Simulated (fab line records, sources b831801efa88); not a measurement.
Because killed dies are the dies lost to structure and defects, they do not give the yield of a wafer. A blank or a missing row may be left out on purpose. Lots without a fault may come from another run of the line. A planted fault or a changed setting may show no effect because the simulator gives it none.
fab line records + flow sky130
[record]
- lots = 14
- wafers = 40
- last_day = 49
route steps=708 shown NWELL@76 VT_ADJUST_NCORE@123 VT_ADJUST_HVTR@142 PAD_OPEN@708
lots that met no fault: from a run of the same line without faults
start_h: hours from the record's first day to the start of the lot's first wafer shown + wait_h: how many hours have passed since the lot's step before this one + " the same as in the row above + L1.1+2: a single row standing in for several wafers + - either no value or no given start + * or withheld: withheld + < > ~ a bound
route shown NAME@n: a module of which the file shows steps, and the number in the route of the first + usual: mean/standard deviation taken from wafers without a fault + same: alike in all rows + chamber/n: place in a boat + sites: the reading at each site + _std_site: the standard deviation of these + _edge_site: mean of outer sites minus mean of inner sites + radius_mm: how far each site lies from the wafer's centre + mask NAME#n: copy n + behind: the most recent tool/chamber to have shaped the wafer + hold: cause of the lot's hold/its duration in hours/its outcome + device: transistor that didn't switch, given as n, p or np + end of line: tests run on the same wafers once the route is complete + a step with no rows: only its recipe + killed: not the wafer's yield, but the dies lost to structure and defects at the first sort + map: shows each die of a wafer: x if killed, . if not, _ if none is there
set.NAME: the setting the step ran with; set.NAME@STEP: the setting that earlier step ran with + model.NAME: the simulator's own value behind a step, which no gauge read
the route's steps for a sample of lots (tables are steps, rows are wafers)
services: when a tool's chamber went out of use (start_h, in hours from the record's first day, below 0 if earlier), for how many hours, and the reason
[[steps]]
[step SKY_NWELL_OVL_MEAS_23]
[usual]
- NWELL_01_OVL = -0.9/1.2
| lot.wafer | tool       | chamber | start_h | wait_h | NWELL_01_OVL[nm] |
|-----------|------------|---------|---------|--------|------------------|
| L936.1    | overlay-02 | -       | 111.21  | -      | -2.0             |
| L936.2    | "          | -       | "       | "      | 1.1              |
| L936.3    | "          | -       | "       | "      | -1.8             |
| L937.2    | overlay-02 | -       | 113.92  | -      | 0.0              |
| L937.4    | "          | -       | "       | "      | -0.4             |
| L937.5    | "          | -       | "       | "      | -1.4             |
| L938.4    | overlay-01 | -       | 114.28  | -      | -0.2             |
| L938.5    | "          | -       | "       | "      | 0.5              |
| L938.6    | "          | -       | "       | "      | -2.0             |
| L939.1    | overlay-01 | -       | 116.84  | -      | -2.4             |
| L939.4    | "          | -       | "       | "      | -3.5             |
| L939.5    | "          | -       | "       | "      | -1.2             |
| L940.2    | overlay-01 | -       | 121.25  | -      | -1.0             |
| L940.4    | "          | -       | "       | "      | 0.1              |
| L940.6    | "          | -       | "       | "      | 0.6              |
| L941.1    | overlay-01 | -       | 132.22  | -      | 1.8              |
| L941.2    | "          | -       | "       | "      | 1.1              |
| L941.6    | "          | -       | "       | "      | 0.9              |
| L942.2    | overlay-01 | -       | 138.75  | -      | -1.5             |
| L942.3    | "          | -       | "       | "      | 0.6              |
| L942.6    | "          | -       | "       | "      | -0.2             |
| L943.2    | overlay-01 | -       | 144.45  | -      | -2.3             |
| L943.3    | "          | -       | "       | "      | -2.9             |
| L943.4    | "          | -       | "       | "      | -2.9             |
| L944.2    | overlay-01 | -       | 148.71  | -      | -1.7             |
| L944.3    | "          | -       | "       | "      | -1.7             |
| L944.4    | "          | -       | "       | "      | -1.0             |
| L945.4    | overlay-01 | -       | 159.02  | -      | -2.0             |
| L945.5    | "          | -       | "       | "      | -1.0             |
| L945.6    | "          | -       | "       | "      | -0.2             |
| L946.1    | overlay-02 | -       | 174.07  | -      | 0.7              |
| L946.3    | "          | -       | "       | "      | -0.6             |
| L946.5    | "          | -       | "       | "      | 0.2              |
| L950.2    | overlay-01 | -       | 192.57  | -      | -0.6             |
| L950.3    | "          | -       | "       | "      | -2.2             |
| L950.5    | "          | -       | "       | "      | -0.1             |
| L951.3    | overlay-01 | -       | 197.87  | -      | 0.3              |
| L951.4    | "          | -       | "       | "      | -0.8             |
| L953.3    | overlay-01 | -       | 206.02  | -      | 0.2              |
| L953.6    | "          | -       | "       | "      | -0.5             |
[step SKY_NWELL_RTA_28]
[recipe]
- temp_c = 1050
- time_s = 30
- idle_temp_c = 650
- ramp_up_c_per_s = 150
- ramp_down_c_per_s = 90
- ambient = N2
[usual]
- lamp_power_pct = 25.30/0.06
- wafer_temp_C_max = 1054.8/0.88
| lot.wafer | tool          | chamber | start_h | wait_h | lamp_power_pct | wafer_temp_C_max |
|-----------|---------------|---------|---------|--------|----------------|------------------|
| L936.1    | rtp_anneal-01 | 0       | 111.60  | 0.0    | 25.24          | 1054.2           |
| L936.2    | "             | 0       | "       | "      | 25.23          | 1052.9           |
| L936.3    | "             | 0       | "       | "      | 25.33          | 1054.4           |
| L937.2    | rtp_anneal-01 | 0       | 114.33  | 0.0    | 25.23          | 1055.7           |
| L937.4    | "             | 0       | "       | "      | 25.27          | 1053.6           |
| L937.5    | "             | 0       | "       | "      | 25.24          | 1054.5           |
| L938.4    | rtp_anneal-02 | 0       | 114.73  | 0.1    | 25.29          | 1053.7           |
| L938.5    | "             | 0       | "       | "      | 25.39          | 1054.2           |
| L938.6    | "             | 0       | "       | "      | 25.41          | 1055.6           |
| L939.1    | rtp_anneal-01 | 0       | 117.24  | 0.0    | 25.38          | 1054.6           |
| L939.4    | "             | 0       | "       | "      | 25.32          | 1056.3           |
| L939.5    | "             | 0       | "       | "      | 25.25          | 1056.3           |
| L940.2    | rtp_anneal-02 | 0       | 121.66  | 0.0    | 25.32          | 1056.0           |
| L940.4    | "             | 0       | "       | "      | 25.22          | 1054.2           |
| L940.6    | "             | 0       | "       | "      | 25.26          | 1056.2           |
| L941.1    | rtp_anneal-01 | 0       | 132.61  | 0.0    | 25.30          | 1055.1           |
| L941.2    | "             | 0       | "       | "      | 25.34          | 1055.9           |
| L941.6    | "             | 0       | "       | "      | 25.29          | 1054.4           |
| L942.2    | rtp_anneal-02 | 0       | 139.16  | 0.0    | 25.20          | 1054.7           |
| L942.3    | "             | 0       | "       | "      | 25.37          | 1055.6           |
| L942.6    | "             | 0       | "       | "      | 25.36          | 1055.1           |
| L943.2    | rtp_anneal-01 | 0       | 144.85  | 0.0    | 25.31          | 1053.6           |
| L943.3    | "             | 0       | "       | "      | 25.27          | 1053.9           |
| L943.4    | "             | 0       | "       | "      | 25.34          | 1054.6           |
| L944.2    | rtp_anneal-02 | 0       | 149.12  | 0.0    | 25.29          | 1053.9           |
| L944.3    | "             | 0       | "       | "      | 25.33          | 1054.6           |
| L944.4    | "             | 0       | "       | "      | 25.20          | 1054.6           |
| L945.4    | rtp_anneal-01 | 0       | 159.45  | 0.1    | 25.30          | 1053.8           |
| L945.5    | "             | 0       | "       | "      | 25.23          | 1055.4           |
| L945.6    | "             | 0       | "       | "      | 25.26          | 1055.0           |
| L946.1    | rtp_anneal-01 | 0       | 174.46  | 0.0    | 25.32          | 1054.9           |
| L946.3    | "             | 0       | "       | "      | 25.22          | 1054.0           |
| L946.5    | "             | 0       | "       | "      | 25.30          | 1054.5           |
| L950.2    | rtp_anneal-01 | 0       | 193.03  | 0.0    | 25.22          | 1055.4           |
| L950.3    | "             | 0       | "       | "      | 25.19          | 1054.5           |
| L950.5    | "             | 0       | "       | "      | 25.28          | 1053.6           |
| L951.3    | rtp_anneal-02 | 0       | 198.32  | 0.1    | 25.21          | 1055.0           |
| L951.4    | "             | 0       | "       | "      | 25.35          | 1055.8           |
| L953.3    | rtp_anneal-01 | 0       | 206.48  | 0.0    | 25.34          | 1053.0           |
| L953.6    | "             | 0       | "       | "      | 25.31          | 1056.9           |
[step SKY_VT_ADJUST_NCORE_EXPOSE_04]
[recipe]
- mask_id = LVTN_COMPLEMENT_THIN
- na = 0.6
- source_shape = conventional
- sigma_outer = 0.6
- polarization = unpolarized
- target_cd_nm = 380
- dose_mj = 139
| lot.wafer  | tool             | chamber | start_h | wait_h | mask                   |
|------------|------------------|---------|---------|--------|------------------------|
| L936.1+2+3 | iline_stepper-02 | 0       | 181.18  | -      | LVTN_COMPLEMENT_THIN#0 |
| L937.2+4+5 | iline_stepper-02 | 0       | 184.21  | -      | LVTN_COMPLEMENT_THIN#0 |
| L938.4+5+6 | iline_stepper-01 | 0       | 184.61  | -      | LVTN_COMPLEMENT_THIN#0 |
| L939.1+4+5 | iline_stepper-02 | 0       | 185.85  | -      | LVTN_COMPLEMENT_THIN#0 |
| L940.2+4+6 | iline_stepper-02 | 0       | 191.19  | -      | LVTN_COMPLEMENT_THIN#0 |
| L941.1+2+6 | iline_stepper-01 | 0       | 204.18  | -      | LVTN_COMPLEMENT_THIN#0 |
| L942.2+3+6 | iline_stepper-02 | 0       | 211.92  | -      | LVTN_COMPLEMENT_THIN#0 |
| L943.2+3+4 | iline_stepper-02 | 0       | 216.36  | -      | LVTN_COMPLEMENT_THIN#0 |
| L944.2+3+4 | iline_stepper-02 | 0       | 222.94  | -      | LVTN_COMPLEMENT_THIN#0 |
| L945.4+5+6 | iline_stepper-01 | 0       | 234.97  | -      | LVTN_COMPLEMENT_THIN#0 |
| L946.1+3+5 | iline_stepper-02 | 0       | 250.83  | -      | LVTN_COMPLEMENT_THIN#0 |
| L950.2+3+5 | iline_stepper-01 | 0       | 272.48  | -      | LVTN_COMPLEMENT_THIN#0 |
| L951.3+4   | iline_stepper-01 | 0       | 279.28  | -      | LVTN_COMPLEMENT_THIN#0 |
| L953.3+6   | iline_stepper-01 | 0       | 287.98  | -      | LVTN_COMPLEMENT_THIN#0 |
[step SKY_VT_ADJUST_NCORE_CD_MEAS_07]
[recipe]
- target_cd_nm = 380
[usual]
- cd_nm = 379.3/1.9
| lot.wafer | tool      | chamber | start_h | wait_h | cd_nm |
|-----------|-----------|---------|---------|--------|-------|
| L936.1    | cd_sem-02 | -       | 191.38  | 0.1    | 378.0 |
| L936.2    | "         | -       | "       | "      | 378.0 |
| L936.3    | "         | -       | "       | "      | 378.5 |
| L937.2    | cd_sem-02 | -       | 194.60  | 0.1    | 383.5 |
| L937.4    | "         | -       | "       | "      | 381.4 |
| L937.5    | "         | -       | "       | "      | 380.6 |
| L938.4    | cd_sem-01 | -       | 194.94  | 0.1    | 378.9 |
| L938.5    | "         | -       | "       | "      | 379.3 |
| L938.6    | "         | -       | "       | "      | 379.9 |
| L939.1    | cd_sem-02 | -       | 196.19  | 0.1    | 379.2 |
| L939.4    | "         | -       | "       | "      | 376.0 |
| L939.5    | "         | -       | "       | "      | 378.2 |
| L940.2    | cd_sem-02 | -       | 201.60  | 0.1    | 382.3 |
| L940.4    | "         | -       | "       | "      | 380.4 |
| L940.6    | "         | -       | "       | "      | 378.9 |
| L941.1    | cd_sem-01 | -       | 214.40  | 0.2    | 377.5 |
| L941.2    | "         | -       | "       | "      | 375.0 |
| L941.6    | "         | -       | "       | "      | 376.9 |
| L942.2    | cd_sem-02 | -       | 221.85  | 0.1    | 377.3 |
| L942.3    | "         | -       | "       | "      | 379.9 |
| L942.6    | "         | -       | "       | "      | 378.5 |
| L943.2    | cd_sem-01 | -       | 227.48  | 0.1    | 381.1 |
| L943.3    | "         | -       | "       | "      | 378.9 |
| L943.4    | "         | -       | "       | "      | 381.3 |
| L944.2    | cd_sem-02 | -       | 234.37  | 0.1    | 382.1 |
| L944.3    | "         | -       | "       | "      | 380.6 |
| L944.4    | "         | -       | "       | "      | 380.9 |
| L945.4    | cd_sem-01 | -       | 245.89  | 0.1    | 379.1 |
| L945.5    | "         | -       | "       | "      | 379.2 |
| L945.6    | "         | -       | "       | "      | 378.4 |
| L946.1    | cd_sem-01 | -       | 262.65  | 0.1    | 379.8 |
| L946.3    | "         | -       | "       | "      | 379.7 |
| L946.5    | "         | -       | "       | "      | 379.1 |
| L950.2    | cd_sem-02 | -       | 284.51  | 0.1    | 383.2 |
| L950.3    | "         | -       | "       | "      | 369.1 |
| L950.5    | "         | -       | "       | "      | 379.9 |
| L951.3    | cd_sem-02 | -       | 291.02  | 0.1    | 368.0 |
| L951.4    | "         | -       | "       | "      | 379.3 |
| L953.3    | cd_sem-01 | -       | 300.29  | 0.1    | 369.7 |
| L953.6    | "         | -       | "       | "      | 367.2 |
[step SKY_VT_ADJUST_HVTR_TW_MEAS_11]
[usual]
- VT_ADJUST_HVTR_TW = 210.9/1
| lot.wafer | tool          | chamber | start_h | wait_h | VT_ADJUST_HVTR_TW |
|-----------|---------------|---------|---------|--------|-------------------|
| L936.1    | film_metro-04 | -       | 213.46  | 0.1    | 210.6             |
| L936.2    | "             | -       | "       | "      | 210.4             |
| L936.3    | "             | -       | "       | "      | 210.4             |
| L937.2    | film_metro-03 | -       | 216.11  | 0.1    | 211.5             |
| L937.4    | "             | -       | "       | "      | 211.3             |
| L937.5    | "             | -       | "       | "      | 212.4             |
| L938.4    | film_metro-04 | -       | 216.39  | 0.1    | 210.2             |
| L938.5    | "             | -       | "       | "      | 209.9             |
| L938.6    | "             | -       | "       | "      | 211.6             |
| L939.1    | film_metro-01 | -       | 218.25  | 0.1    | 211.1             |
| L939.4    | "             | -       | "       | "      | 210.2             |
| L939.5    | "             | -       | "       | "      | 211.7             |
| L940.2    | film_metro-03 | -       | 223.62  | 0.1    | 211.9             |
| L940.4    | "             | -       | "       | "      | 210.6             |
| L940.6    | "             | -       | "       | "      | 211.6             |
| L941.1    | film_metro-04 | -       | 237.16  | 0.1    | 210.2             |
| L941.2    | "             | -       | "       | "      | 209.5             |
| L941.6    | "             | -       | "       | "      | 210.8             |
| L942.2    | film_metro-03 | -       | 245.23  | 0.1    | 211.2             |
| L942.3    | "             | -       | "       | "      | 209.6             |
| L942.6    | "             | -       | "       | "      | 210.1             |
| L943.2    | film_metro-03 | -       | 252.28  | 0.1    | 209.9             |
| L943.3    | "             | -       | "       | "      | 210.3             |
| L943.4    | "             | -       | "       | "      | 209.4             |
| L944.2    | film_metro-03 | -       | 259.11  | 0.1    | 211.5             |
| L944.3    | "             | -       | "       | "      | 211.2             |
| L944.4    | "             | -       | "       | "      | 210.8             |
| L945.4    | film_metro-01 | -       | 270.23  | 0.1    | 212.4             |
| L945.5    | "             | -       | "       | "      | 212.1             |
| L945.6    | "             | -       | "       | "      | 212.5             |
| L946.1    | film_metro-04 | -       | 286.91  | 0.1    | 211.5             |
| L946.3    | "             | -       | "       | "      | 211.2             |
| L946.5    | "             | -       | "       | "      | 211.6             |
| L950.2    | film_metro-04 | -       | 309.83  | 0.1    | 211.1             |
| L950.3    | "             | -       | "       | "      | 210.2             |
| L950.5    | "             | -       | "       | "      | 210.6             |
| L951.3    | film_metro-03 | -       | 317.72  | 0.1    | 210.7             |
| L951.4    | "             | -       | "       | "      | 211.5             |
| L953.3    | film_metro-01 | -       | 328.94  | 0.1    | 212.5             |
| L953.6    | "             | -       | "       | "      | 212.6             |
[step SKY_PAD_OPEN_PROBE_99]
[usual]
- killed_at_M0_to_M3 = 44/6.9
- killed_at_M4_up = 3.3/2.1
- killed_at_contacts = 24/4.8
- killed_at_front_end = 15/4.4
- killed_at_other = 0.2/0.48
- killed_dies = 87/9.5
- killed_open = 48/6.5
- killed_short = 39/6.3
[same]
- gross_dies = 492
- killed_at_back_side = 0
| lot.wafer | tool      | chamber | start_h | wait_h | killed_at_M0_to_M3 | killed_at_M4_up | killed_at_contacts | killed_at_front_end | killed_at_other | killed_dies | killed_open | killed_short |
|-----------|-----------|---------|---------|--------|--------------------|-----------------|--------------------|---------------------|-----------------|-------------|-------------|--------------|
| L942.3    | prober-02 | -       | 1111.30 | 0.2    | 48                 | 3               | 24                 | 14                  | 0               | 89          | 52          | 37           |
// killed by level:class
L942.3 CONTACT:geometric_particle:open=11 VIA3:geometric_particle:open=11 VIA1:geometric_particle:open=11 METAL1:geometric_particle:short=8 POLY_GATE:geometric_particle:open=7 METAL2:geometric_particle:short=7 LI_CONTACT:geometric_particle:open=4 CONTACT:geometric_particle:short=4
[[services]]
| tool             | chamber | start_h | hours | kind                    |
|------------------|---------|---------|-------|-------------------------|
| iline_stepper-01 | -       | 92.33   | 1.7   | pm                      |
| iline_stepper-01 | 0       | 137.63  | -     | calibration             |
| iline_stepper-02 | -       | 205.67  | 1.7   | pm                      |
| iline_stepper-01 | -       | 219.81  | 11.2  | repair                  |
| iline_stepper-01 | -       | 250.35  | 2.1   | pm                      |
| iline_stepper-01 | -       | 252.43  | -     | consumable_replace:lamp |
| iline_stepper-02 | 0       | 258.08  | -     | calibration             |
| iline_stepper-02 | -       | 259.53  | 2.1   | pm                      |
| iline_stepper-02 | -       | 261.61  | -     | consumable_replace:lamp |
| iline_stepper-02 | -       | 272.39  | 8.9   | pm                      |
[[key]]
[first_sign]
- step = SKY_VT_ADJUST_NCORE_CD_MEAS_07
- reading = cd_nm
- direction = down
- sigmas = 5.6
- usual = 379.3
- struck = 368.5
effect none on later readings
met_at SKY_VT_ADJUST_NCORE_EXPOSE_04
struck_lots L950,L951,L953
struck_wafers L950.3,L951.3,L953.3,L953.6
tester_left_out L950,L951,L953
not_acting_at SKY_NWELL_OVL_MEAS_23,SKY_NWELL_RTA_28,SKY_VT_ADJUST_HVTR_TW_MEAS_11
onset_between 234.97 272.48
[fault]
- kind = process_parameter_drift
- tool = iline_stepper-01
- chamber = -
- onset_h = 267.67
- steps = SKY_VT_ADJUST_NCORE_EXPOSE_04
- channel = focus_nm
- offset = 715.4
- shape = step
- end_h = 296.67
- scope = struck_wafers_only
// tester_left_out: of these lots the tester's yield and bins aren't shown, on N5 and GAA mostly nor the transistor test; their killed dies are dies lost to structure and defects alone, not to doping, threshold or leakage, so they don't give the yield
